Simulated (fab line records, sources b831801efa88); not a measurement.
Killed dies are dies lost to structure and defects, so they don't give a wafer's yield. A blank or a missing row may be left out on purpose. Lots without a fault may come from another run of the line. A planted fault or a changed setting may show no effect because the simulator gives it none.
Chamber matching | flow sfq_line | SFQ_TRILAYER_I7_CMP_CMP_184 on cmp-01: 4 sister chambers
The step polishes SiO2. 14 wafers are shown with their chamber, then 7 later ones without.

WAFERS WITH THEIR CHAMBER
wafer  | chamber | motor_current_A (A) | time_to_endpoint_s (s) | edge_zone_pressure_frac
L924.2 | 3       | 9.5                 | 225                    | 1.001
L924.3 | 1       | 10.2                | 216                    | 0.998
L924.4 | 0       | 10.8                | 221                    | 1.004
L929.1 | 2       | 10.0                | 196                    | 1.003
L929.3 | 3       | 9.2                 | 212                    | 1.010
L929.4 | 1       | 11.7                | 222                    | 0.994
L931.2 | 1       | 10.8                | 214                    | 0.997
L931.4 | 2       | 10.1                | 203                    | 1.008
L931.6 | 0       | 10.5                | 220                    | 1.000
L934.4 | 2       | 10.1                | 205                    | 0.997
L934.3 | 0       | 10.6                | 202                    | 1.002
L934.5 | 3       | 9.2                 | 205                    | 1.001
L943.1 | 0       | 10.7                | 219                    | 0.993
L943.2 | 1       | 11.0                | 220                    | 1.006

SIGNATURES (means of the wafers above)
reading                 | chamber 0 | chamber 1 | chamber 2 | chamber 3 | scatter within a chamber
motor_current_A         | 10.650    | 10.925    | 10.067    | 9.300     | 0.356
time_to_endpoint_s      | 215.50    | 218.00    | 201.33    | 214.00    | 7.32
edge_zone_pressure_frac | 0.99975   | 0.99875   | 1.00267   | 1.00400   | 0.00512
Rule: a wafer's distance from a chamber is the root of the sum, over the readings, of the square of ((its reading less the chamber's mean) divided by the reading's scatter). The wafer belongs to the nearest chamber; if the next one is less than 2 further off, it can't be placed. The scatter: the root of (the sum of the squares of (reading less its chamber's mean) over the shown wafers, divided by (wafers less chambers)).

WAFERS WITHOUT THEIR CHAMBER
wafer  | motor_current_A (A) | time_to_endpoint_s (s) | edge_zone_pressure_frac
L943.5 | 10.8                | 214                    | 0.999
L946.4 | 10.6                | 228                    | 0.997
L946.3 | 9.5                 | 219                    | 1.000
L946.6 | 11.0                | 228                    | 1.003
L947.1 | 10.8                | 208                    | 1.000
L947.3 | 9.5                 | 190                    | 0.998
L947.6 | 10.6                | 214                    | 1.002

WHICH CHAMBER EACH WENT THROUGH
wafer  | from the rows above          | in truth
L943.5 | can't be placed: 0 or 1      | 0
L946.4 | can't be placed: 1 or 0      | 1
L946.3 | can't be placed: 3 or 2      | 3
L946.6 | can't be placed: 1 or 0      | 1
L947.1 | can't be placed: 0 or 1 or 2 | 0
L947.3 | can't be placed: 2 or 3      | 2
L947.6 | can't be placed: 0 or 1 or 2 | 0
Placed correctly: 0 of 7. Can't be placed from these rows: 7 (the true chamber is among the candidates in 7). Placed wrongly: 0.
